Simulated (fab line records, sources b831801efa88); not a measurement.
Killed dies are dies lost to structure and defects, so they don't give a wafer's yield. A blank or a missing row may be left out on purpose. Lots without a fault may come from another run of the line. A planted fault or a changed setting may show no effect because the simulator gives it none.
fab line records | flow sky130
record lots=6 wafers=18 last_day=50
route steps=708 shown LDD_N@252 LDD_P@255 PAD_OPEN@708
lots that met no fault: from a run of the same line without faults
start_h: hours from the record's first day to the start of the lot's first wafer shown | wait_h: hours since the lot's step before | " the same as in the row above | L1.1+2: a row that stands for several wafers | - no value, or no start given | * or withheld: withheld | < > ~ a bound
route shown NAME@n: a module of which the file shows steps, and the number in the route of the first | usual: mean/standard deviation of fault-free wafers | same: alike in all rows | chamber/n: place in a boat | sites: the reading at each site | _std_site: their standard deviation | _edge_site: outer sites' mean less inner sites' | radius_mm: how far each site lies from the wafer's centre | mask NAME#n: copy n | behind: the tool/chamber that last shaped the wafer | hold: why the lot was held/for how many hours/how that ended | device: the transistor (n, p or np) that didn't switch | end of line: the same wafers' tests at the end of the route | a step without rows: its recipe alone | killed: dies lost to structure and defects at the first sort, not the wafer's yield | map: a wafer's dies, x killed, . not, _ none there
set.NAME: the setting as run; set.NAME@STEP: as run at that earlier step | model.NAME: the simulator's own value behind a step, which no gauge read
lots at some steps of the route; a table a step, a row a wafer
services: from which hour (start_h, from the record's first day; less than 0 if before it) a tool's chamber was out of use, for how many hours, and why
## steps
# step SKY_LDD_N_IMPLANT_15
# recipe species=BF2 energy_kev=49.36 dose_cm2=5e+12 tilt_deg=30 rotation_deg=270
# step SKY_LDD_N_STRIP_16
# recipe chemistry=O2/N2 power_w=1400 pressure_mtorr=1500 platen_temp_c=withheld o2_flow_sccm=3000 n2_flow_sccm=300 overash_fraction=0.5
# usual drypump_motor_current_A=6.0/0.46 oes_product_au=0.406/0.0045 strip_time_to_endpoint_s=4.313/0.016
# same overash_fraction=0.5
# columns lot.wafer tool chamber start_h wait_h drypump_motor_current_A oes_product_au rf_hours_counter_h strip_time_to_endpoint_s
L634.2 plasma_asher-02 0 414.43 0.1 6.1 0.410 77 4.331
L634.4 " 1 " " 5.7 0.401 - 4.286
L634.5 " 1 " " 5.7 0.409 - 4.295
L643.2 plasma_asher-04 0 504.35 0.1 5.4 0.403 65 4.306
L643.3 " 1 " " 6.3 0.404 - 4.334
L643.5 " 0 " " 5.4 0.405 - 4.351
L647.2 plasma_asher-01 0 549.25 0.1 6.7 0.406 45 4.323
L647.4 " 1 " " 5.9 0.405 - 4.288
L647.6 " 1 " " 5.9 0.401 - 4.291
L648.1 plasma_asher-01 0 553.48 0.1 6.7 0.407 45 4.318
L648.2 " 1 " " 5.9 0.407 45 4.319
L648.4 " 1 " " 5.9 0.411 - 4.318
L653.1 plasma_asher-01 1 583.08 0.1 5.9 0.413 49 4.302
L653.3 " 0 " " 6.7 0.407 - 4.325
L653.6 " 0 " " 6.7 0.405 - 4.297
L655.4 plasma_asher-02 0 614.83 0.1 6.0 0.410 - 4.300
L655.5 " 1 " " 5.6 0.405 - 4.340
L655.6 " 0 " " 6.1 0.401 - 4.334
# step SKY_LDD_N_TW_MEAS_17
# usual LDD_N_TW=2597/17
# columns lot.wafer tool chamber start_h wait_h LDD_N_TW
L634.2 film_metro-02 - 414.54 0.1 2603
L634.4 " - " " 2601
L634.5 " - " " 2600
L643.2 film_metro-03 - 504.46 0.1 2584
L643.3 " - " " 2586
L643.5 " - " " 2577
L647.2 film_metro-01 - 549.36 0.1 2587
L647.4 " - " " 2600
L647.6 " - " " 2604
L648.1 film_metro-01 - 553.58 0.1 2597
L648.2 " - " " 2580
L648.4 " - " " 2584
L653.1 film_metro-03 - 583.18 0.1 2567
L653.3 " - " " 2587
L653.6 " - " " 2580
L655.4 film_metro-03 - 614.93 0.1 2594
L655.5 " - " " 2599
L655.6 " - " " 2598
# step SKY_LDD_P_DEHYDRATE_00
# recipe temp_c=200 time_s=60
# step SKY_LDD_P_HMDS_01
# recipe prime_time_s=60 prime_temp_c=120
# step SKY_LDD_P_COAT_02
# recipe resist=NOVOLAK spin_rpm=3000 resist_thk_nm=1140
# step SKY_LDD_P_SOFTBAKE_03
# recipe temp_c=90 time_s=60 resist=NOVOLAK
# step SKY_LDD_P_EXPOSE_04
# recipe mask_id=PSDM na=0.6 source_shape=conventional sigma_outer=0.6 polarization=unpolarized target_cd_nm=380 dose_mj=138
# step SKY_LDD_P_PEB_05
# recipe temp_c=withheld time_s=* resist=NOVOLAK
# step SKY_LDD_P_DEVELOP_06
# recipe resist=NOVOLAK developer=TMAH develop_time_s=60 dev_temp_c=23
# step SKY_LDD_P_CD_MEAS_07
# recipe target_cd_nm=380
# usual cd_nm=379.9/2.6
# columns lot.wafer tool chamber start_h wait_h cd_nm
L634.2 cd_sem-02 - 444.93 0.1 378.5
L634.4 " - " " 379.2
L634.5 " - " " 377.5
L643.2 cd_sem-01 - 534.43 0.1 378.5
L643.3 " - " " 377.5
L643.5 " - " " 378.4
L647.2 cd_sem-02 - 578.77 0.1 375.2
L647.4 " - " " 374.9
L647.6 " - " " 375.2
L648.1 cd_sem-02 - 582.84 0.1 383.5
L648.2 " - " " 383.9
L648.4 " - " " 382.7
L653.1 cd_sem-01 - 612.36 0.1 376.1
L653.3 " - " " 377.4
L653.6 " - " " 374.7
L655.4 cd_sem-01 - 643.97 0.3 383.1
L655.5 " - " " 382.2
L655.6 " - " " 383.8
# step SKY_LDD_P_OVL_MEAS_08
# usual LDD_P_OVL=1.3/1.5
# columns lot.wafer tool chamber start_h wait_h LDD_P_OVL[nm]
L634.2 overlay-01 - 445.04 0.1 0.9
L634.4 " - " " 0.2
L634.5 " - " " 2.2
L643.2 overlay-01 - 534.54 0.1 1.8
L643.3 " - " " -0.3
L643.5 " - " " 0.5
L647.2 overlay-02 - 578.87 0.1 1.1
L647.4 " - " " 1.6
L647.6 " - " " 2.2
L648.1 overlay-02 - 582.96 0.1 2.4
L648.2 " - " " 3.1
L648.4 " - " " 2.5
L653.1 overlay-02 - 612.48 0.1 1.5
L653.3 " - " " 0.5
L653.6 " - " " 0.2
L655.4 overlay-01 - 644.04 0.1 -0.7
L655.5 " - " " -1.6
L655.6 " - " " -1.9
# step SKY_LDD_P_IMPLANT_09
# recipe species=BF2 energy_kev=25 dose_cm2=1e+13 tilt_deg=withheld
# usual dose_ions_cm2=1e+13/1.1e+10 faraday_current_uA=56.4/1.2
# columns lot.wafer tool chamber start_h wait_h dose_ions_cm2 faraday_current_uA
L634.2 implanter-01 0 445.09 0.0 1e+13 55.7
L634.4 " 0 " " 9.986e+12 57.1
L634.5 " 0 " " 1.0003e+13 56.7
L643.2 implanter-03 0 534.59 0.0 9.994e+12 56.5
L643.3 " 0 " " 9.992e+12 56.9
L643.5 " 0 " " 1.0006e+13 56.2
L647.2 implanter-01 0 578.93 0.0 9.996e+12 55.7
L647.4 " 0 " " 9.984e+12 56.3
L647.6 " 0 " " 9.996e+12 55.5
L648.1 implanter-03 0 583.00 0.0 1.1005e+13 64.1
L648.2 " 0 " " 1.1031e+13 61.7
L648.4 " 0 " " 1.1016e+13 62.3
L653.1 implanter-03 0 612.52 0.0 1.1017e+13 61.7
L653.3 " 0 " " 1.1012e+13 61.7
L653.6 " 0 " " 1.098e+13 62.5
L655.4 implanter-04 0 644.14 0.1 1.0006e+13 58.5
L655.5 " 0 " " 9.993e+12 56.6
L655.6 " 0 " " 1.0004e+13 54.5
# step SKY_LDD_P_STRIP_10
# recipe chemistry=O2/N2 power_w=1400 pressure_mtorr=1500 platen_temp_c=withheld o2_flow_sccm=3000 n2_flow_sccm=300 overash_fraction=0.5
# usual drypump_motor_current_A=5.9/0.37 oes_product_au=0.715/0.0047 strip_time_to_endpoint_s=14.18/0.035
# same overash_fraction=0.5
# columns lot.wafer tool chamber start_h wait_h drypump_motor_current_A oes_product_au rf_hours_counter_h strip_time_to_endpoint_s
L634.2 plasma_asher-04 0 445.22 0.1 5.4 0.712 59 14.22
L634.4 " 0 " " 5.5 0.714 - 14.23
L634.5 " 0 " " 5.4 0.710 - 14.20
L643.2 plasma_asher-04 1 534.72 0.1 6.3 0.719 68 14.20
L643.3 " 1 " " 6.3 0.715 - 14.14
L643.5 " 0 " " 5.4 0.712 - 14.16
L647.2 plasma_asher-04 0 579.05 0.1 5.4 0.718 74 14.23
L647.4 " 0 " " 5.4 0.713 - 14.24
L647.6 " 0 " " 5.4 0.719 - 14.23
L648.1 plasma_asher-04 0 583.15 0.1 5.4 0.708 74 14.23
L648.2 " 1 " " 6.3 0.721 74 14.18
L648.4 " 1 " " 6.3 0.718 - 14.15
L653.1 plasma_asher-04 1 612.67 0.1 6.3 0.716 77 14.20
L653.3 " 0 " " 5.4 0.716 - 14.23
L653.6 " 1 " " 6.3 0.718 - 14.22
L655.4 plasma_asher-03 0 644.24 0.1 5.5 0.721 - 14.14
L655.5 " 1 " " 6.1 0.721 - 14.21
L655.6 " 0 " " 5.6 0.718 - 14.24
# step SKY_LDD_P_TW_MEAS_11
# usual LDD_P_TW=639/4.2
# columns lot.wafer tool chamber start_h wait_h hold LDD_P_TW
L634.2 film_metro-02 - 445.33 0.1 - 643
L634.4 " - " " - 644
L634.5 " - " " - 642
L643.2 film_metro-02 - 534.83 0.1 - 642
L643.3 " - " " - 640
L643.5 " - " " - 642
L647.2 film_metro-03 - 579.16 0.1 - 633
L647.4 " - " " - 635
L647.6 " - " " - 633
L648.1 film_metro-04 - 583.25 0.1 await_dispo/0.2h/release 651
L648.2 " - " " await_dispo/0.2h/release 654
L648.4 " - " " await_dispo/0.2h/release 652
L648.1 film_metro-04 - 583.52 0.3 - 654
L648.2 " - " " - 654
L648.4 " - " " - 658
L653.1 film_metro-03 - 612.77 0.1 await_dispo/0.2h/release 660
L653.3 " - " " await_dispo/0.2h/release 658
L653.6 " - " " await_dispo/0.2h/release 661
L653.1 film_metro-03 - 612.99 0.2 - 660
L653.3 " - " " - 661
L653.6 " - " " - 660
L655.4 film_metro-03 - 644.34 0.1 - 639
L655.5 " - " " - 644
L655.6 " - " " - 641
# step SKY_PAD_OPEN_PROBE_99
# columns lot.wafer tool chamber start_h wait_h model.etest.tip_p.rs_ohm_sq
L634.2 prober-02 - 1078.63 0.1 6863
L634.4 prober-02 - 1078.73 0.2 6836
L634.5 prober-02 - 1078.78 0.2 6859
L643.2 prober-02 - 1142.57 0.1 6808
L643.3 prober-02 - 1142.62 0.2 6850
L643.5 prober-02 - 1142.72 0.2 6806
L647.2 prober-02 - 1168.33 0.1 6847
L647.4 prober-02 - 1168.43 0.2 6957
L647.6 prober-02 - 1168.53 0.2 6818
L648.1 prober-01 - 1172.97 0.1 6300
L648.4 prober-01 - 1173.12 0.2 6302
L653.1 prober-01 - 1184.06 0.1 6333
L653.3 prober-01 - 1184.16 0.2 6325
L653.6 prober-01 - 1184.31 0.2 6364
L655.4 prober-01 - 1203.44 0.2 6823
L655.5 prober-01 - 1203.49 0.2 6730
L655.6 prober-01 - 1203.54 0.2 6727
# killed by level:class
L634.2 VIA1:geometric_particle:open=11 METAL2:geometric_particle:short=9 LI_CONTACT:geometric_particle:open=8 VIA3:geometric_particle:open=8 FIELD_ISO:geometric_particle:open=7 VIA1:geometric_particle:short=6 VIA2:geometric_particle:open=6 CONTACT:geometric_particle:short=5
L634.4 VIA1:geometric_particle:open=16 VIA2:geometric_particle:open=8 METAL2:geometric_particle:short=8 CONTACT:geometric_particle:open=7 VIA3:geometric_particle:open=6 VIA1:geometric_particle:short=6 FIELD_ISO:geometric_particle:short=5 METAL4:geometric_particle:short=5
L634.5 VIA3:geometric_particle:open=8 CONTACT:geometric_particle:short=8 VIA1:geometric_particle:open=6 METAL2:geometric_particle:short=6 LI_CONTACT:geometric_particle:open=5 POLY_GATE:geometric_particle:short=4 CONTACT:geometric_particle:open=4 METAL1:geometric_particle:short=4
L643.2 VIA1:geometric_particle:open=11 VIA2:geometric_particle:open=10 LI_CONTACT:geometric_particle:open=9 VIA1:geometric_particle:short=9 METAL1:geometric_particle:short=8 FIELD_ISO:geometric_particle:open=6 VIA3:geometric_particle:open=6 LOCAL_INTERCONNECT:geometric_particle:short=5
L643.3 VIA1:geometric_particle:open=11 LI_CONTACT:geometric_particle:open=9 CONTACT:geometric_particle:open=7 METAL2:geometric_particle:short=6 LI_CONTACT:geometric_particle:short=5 METAL1:geometric_particle:short=5 VIA2:geometric_particle:open=5 FIELD_ISO:geometric_particle:open=3
L643.5 VIA1:geometric_particle:open=15 LI_CONTACT:geometric_particle:open=10 VIA1:geometric_particle:short=8 FIELD_ISO:geometric_particle:open=5 LOCAL_INTERCONNECT:geometric_particle:short=5 METAL2:geometric_particle:short=4 POLY_GATE:geometric_particle:short=4 METAL1:geometric_particle:short=4
L647.2 VIA3:geometric_particle:open=10 CONTACT:geometric_particle:open=9 VIA1:geometric_particle:open=6 METAL1:geometric_particle:short=6 LOCAL_INTERCONNECT:geometric_particle:short=5 METAL2:geometric_particle:short=5 VIA2:geometric_particle:open=5 LI_CONTACT:geometric_particle:open=4
L647.4 CONTACT:geometric_particle:open=13 VIA1:geometric_particle:open=9 POLY_GATE:geometric_particle:open=9 VIA3:geometric_particle:open=7 FIELD_ISO:geometric_particle:short=6 VIA2:geometric_particle:open=6 METAL2:geometric_particle:short=5 POLY_GATE:geometric_particle:short=4
L647.6 CONTACT:geometric_particle:open=10 VIA1:geometric_particle:open=8 METAL2:geometric_particle:short=8 FIELD_ISO:geometric_particle:open=6 LI_CONTACT:geometric_particle:open=6 VIA1:geometric_particle:short=6 FIELD_ISO:geometric_particle:short=5 LOCAL_INTERCONNECT:geometric_particle:short=5
L653.1 VIA3:geometric_particle:open=10 METAL2:geometric_particle:short=9 VIA1:geometric_particle:open=9 VIA1:geometric_particle:short=7 VIA2:geometric_particle:open=6 CONTACT:geometric_particle:open=6 SPACER:geometric_particle:open=4 LI_CONTACT:geometric_particle:open=4
L653.3 VIA1:geometric_particle:open=12 LI_CONTACT:geometric_particle:open=9 CONTACT:geometric_particle:open=8 VIA3:geometric_particle:open=7 VIA1:geometric_particle:short=6 METAL2:geometric_particle:short=6 LOCAL_INTERCONNECT:geometric_particle:short=4 CONTACT:geometric_particle:short=4
L653.6 LI_CONTACT:geometric_particle:open=10 VIA1:geometric_particle:open=10 VIA3:geometric_particle:open=9 LOCAL_INTERCONNECT:geometric_particle:short=8 CONTACT:geometric_particle:open=7 METAL1:geometric_particle:short=6 FIELD_ISO:geometric_particle:short=5 POLY_GATE:geometric_particle:short=5
L655.4 VIA1:geometric_particle:open=12 CONTACT:geometric_particle:open=8 METAL2:geometric_particle:short=8 VIA2:geometric_particle:open=8 VIA1:geometric_particle:short=7 LI_CONTACT:geometric_particle:open=7 FIELD_ISO:geometric_particle:short=6 VIA3:geometric_particle:short=6
L655.5 VIA1:geometric_particle:open=12 VIA3:geometric_particle:short=10 METAL2:geometric_particle:short=7 POLY_GATE:geometric_particle:short=5 LI_CONTACT:geometric_particle:open=5 FIELD_ISO:geometric_particle:open=4 CONTACT:geometric_particle:short=4 LOCAL_INTERCONNECT:geometric_particle:short=4
L655.6 CONTACT:geometric_particle:open=12 VIA1:geometric_particle:open=8 VIA3:geometric_particle:open=8 METAL1:geometric_particle:short=7 VIA1:geometric_particle:short=7 FIELD_ISO:geometric_particle:short=6 LI_CONTACT:geometric_particle:open=5 METAL2:geometric_particle:short=5
## services
# columns tool chamber start_h hours kind
plasma_asher-04 - 393.98 7.9 repair
implanter-04 - 408.24 2.8 pm
implanter-04 - 413.03 6.6 repair
plasma_asher-02 - 421.25 9.0 pm
plasma_asher-01 - 433.46 1.7 repair
implanter-01 - 437.80 5.6 repair
implanter-03 - 455.09 2.9 repair
plasma_asher-04 - 462.74 1.0 repair
plasma_asher-02 - 477.81 4.1 repair
implanter-04 - 479.66 1.4 repair
implanter-01 - 482.24 1.6 repair
implanter-01 - 484.88 1.8 repair
implanter-03 - 490.46 2.8 repair
implanter-04 - 497.57 3.5 repair
implanter-03 - 509.63 5.8 pm
implanter-01 - 512.35 1.0 repair
implanter-03 - 524.02 2.6 repair
plasma_asher-03 - 532.98 18.7 pm
plasma_asher-03 - 554.10 15.6 pm
implanter-04 - 562.75 2.4 repair
implanter-01 - 584.58 4.0 pm
implanter-03 - 590.14 1.3 repair
implanter-03 - 590.36 3.9 repair
plasma_asher-02 - 597.75 2.9 repair
## key
first_sign step=SKY_LDD_P_IMPLANT_09 reading=dose_ions_cm2 direction=up sigmas=93 usual=* struck=*
effect step=SKY_LDD_P_IMPLANT_09 reading=faraday_current_uA direction=up sigmas=5.1 usual=56.4 struck=62.3
effect step=SKY_LDD_P_TW_MEAS_11 reading=visit direction=added
model_effect step=SKY_PAD_OPEN_PROBE_99 value=etest.tip_p.rs_ohm_sq without=6842 struck=6325
met_at SKY_LDD_P_IMPLANT_09
struck_wafers L648.1,L648.2,L648.4,L653.1,L653.3,L653.6
sort_left_out L648.1,L648.2,L648.4
tester_left_out L648,L653
onset_between 534.59 583.00
fault kind=process_parameter_drift tool=implanter-03 chamber=- onset_h=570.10 steps=SKY_LDD_P_IMPLANT_09 channel=dose_cm2 offset=* shape=step end_h=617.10 acts_in=* stated=*
# tester_left_out: of these lots the tester's yield and bins aren't shown, on N5 and GAA mostly nor the transistor test; their killed dies are dies lost to structure and defects alone, not to doping, threshold or leakage, so they don't give the yield
# sort_left_out: the simulated sort isn't trusted on such a fault, so these wafers' sort isn't shown, and their yield isn't known
